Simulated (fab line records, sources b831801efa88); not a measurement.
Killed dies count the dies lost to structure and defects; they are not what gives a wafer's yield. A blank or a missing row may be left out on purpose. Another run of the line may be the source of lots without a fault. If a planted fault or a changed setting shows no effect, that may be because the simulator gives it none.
Tool commonality check	flow gf180mcu	Lots sampled 14, wafers sampled 42

== THE REASON FOR OPENING IT ==
At GF_DUAL_GATE_THK_MEAS_03 the reading DUAL_GATE_OXIDATION_00_THK is flagged on 2 of 14 lots. Wafers without a fault read 10.87 nm, standard deviation 0.2.
Rule: a lot gets a flag if all its wafers with a number sit over 4 standard deviations from that mean, or if no wafer of it has a number. The other lots count as sound.

lot	measured	on	DUAL_GATE_OXIDATION_00_THK (nm), wafer by wafer	flag
L847	day 7 17:17	film metro-02	10.68 10.86 10.64	
L848	day 7 21:17	film metro-02	10.86 10.73 10.80	
L849	day 8 04:16	film metro-02	10.94 11.24 10.99	
L850	day 8 11:07	film metro-02	10.84 11.06 10.86	
L851	day 8 15:40	film metro-03	10.89 10.95 10.75	
L852	day 9 01:11	film metro-02	10.63 10.62 10.77	
L853	day 9 05:18	film metro-02	10.81 10.62 10.70	
L854	day 9 13:47	film metro-03	10.46 10.41 10.42	
L855	day 9 19:29	film metro-01	10.91 11.04 11.17	
L859	day 11 00:41	film metro-01	16.85 16.57 17.01	FLAGGED
L860	day 11 06:25	film metro-01	16.62 16.74 16.70	FLAGGED
L862	day 11 20:19	film metro-03	11.14 11.22 11.30	
L863	day 12 03:15	film metro-01	10.98 11.10 11.15	
L865	day 12 20:24	film metro-03	10.78 10.85 10.83	
The numbers of the flagged lots are 16.75 nm on average: +5.88 nm against the usual, or +29 standard deviations.

== EACH LOT AND THE TOOL IT RAN ON ==
The record keeps 1 process step preceding the reading, out of 602 steps on the route. In each cell: the tool, then ch and the chambers that the sampled wafers went through, then the start.
lot	flag	GF_DUAL_GATE_OXIDATION_02
L847		furnace-01 ch 0, day 7 15:50
L848		furnace-01 ch 0, day 7 19:47
L849		furnace-01 ch 0, day 8 02:49
L850		furnace-01 ch 0, day 8 09:41
L851		furnace-02 ch 0, day 8 14:10
L852		furnace-02 ch 0, day 8 23:43
L853		furnace-01 ch 0, day 9 03:50
L854		furnace-02 ch 0, day 9 12:20
L855		furnace-01 ch 0, day 9 18:02
L859	FLAGGED	furnace-01 ch 0, day 10 23:14
L860	FLAGGED	furnace-01 ch 0, day 11 04:59
L862		furnace-02 ch 0, day 11 18:50
L863		furnace-02 ch 0, day 12 01:47
L865		furnace-02 ch 0, day 12 18:55
These steps, and what they do:
- GF_DUAL_GATE_OXIDATION_02: stabilise 600 s, purge 300 s, target thk 10.887 nm.
- GF_DUAL_GATE_THK_MEAS_03

== FLAGGED AGAINST TOTAL, ONE TOOL AT A TIME (gauges that did the reading follow at the end) ==
step	tool	lots run	flagged	share of the flagged lots	sound lots run after its first flagged lot
GF_DUAL_GATE_OXIDATION_02	furnace-01	8	2	all	0
GF_DUAL_GATE_OXIDATION_02	furnace-02	6	0	none	-
GF_DUAL_GATE_THK_MEAS_03	film metro-01	4	2	all	1 (L863)
GF_DUAL_GATE_THK_MEAS_03	film metro-02	6	0	none	-
GF_DUAL_GATE_THK_MEAS_03	film metro-03	4	0	none	-

== WHAT THE TABLE ALLOWS ==
Table rows that saw every flagged lot: 2, namely furnace-01 at GF_DUAL_GATE_OXIDATION_02 and film metro-01 at GF_DUAL_GATE_THK_MEAS_03.
- furnace-01 at GF_DUAL_GATE_OXIDATION_02 ran 8 lots, 2 of them flagged. Its last sound lot is L855 (day 9 18:02), its first flagged lot L859 (day 10 23:14): a fault that began between those two fits.
- film metro-01 at GF_DUAL_GATE_THK_MEAS_03 ran 4 lots, 2 of them flagged. After the first flagged lot (L863), sound lots still ran on it; a lasting fault on the whole tool would not permit that.
Just one tool remains: furnace-01 at GF_DUAL_GATE_OXIDATION_02.

== WHAT WAS PUT IN BY THE SIMULATOR ==
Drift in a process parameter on furnace-01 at GF_DUAL_GATE_OXIDATION_02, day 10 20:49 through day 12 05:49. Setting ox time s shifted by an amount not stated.
Shown lots that were struck: L859, L860. The rule given above showed the same thing.
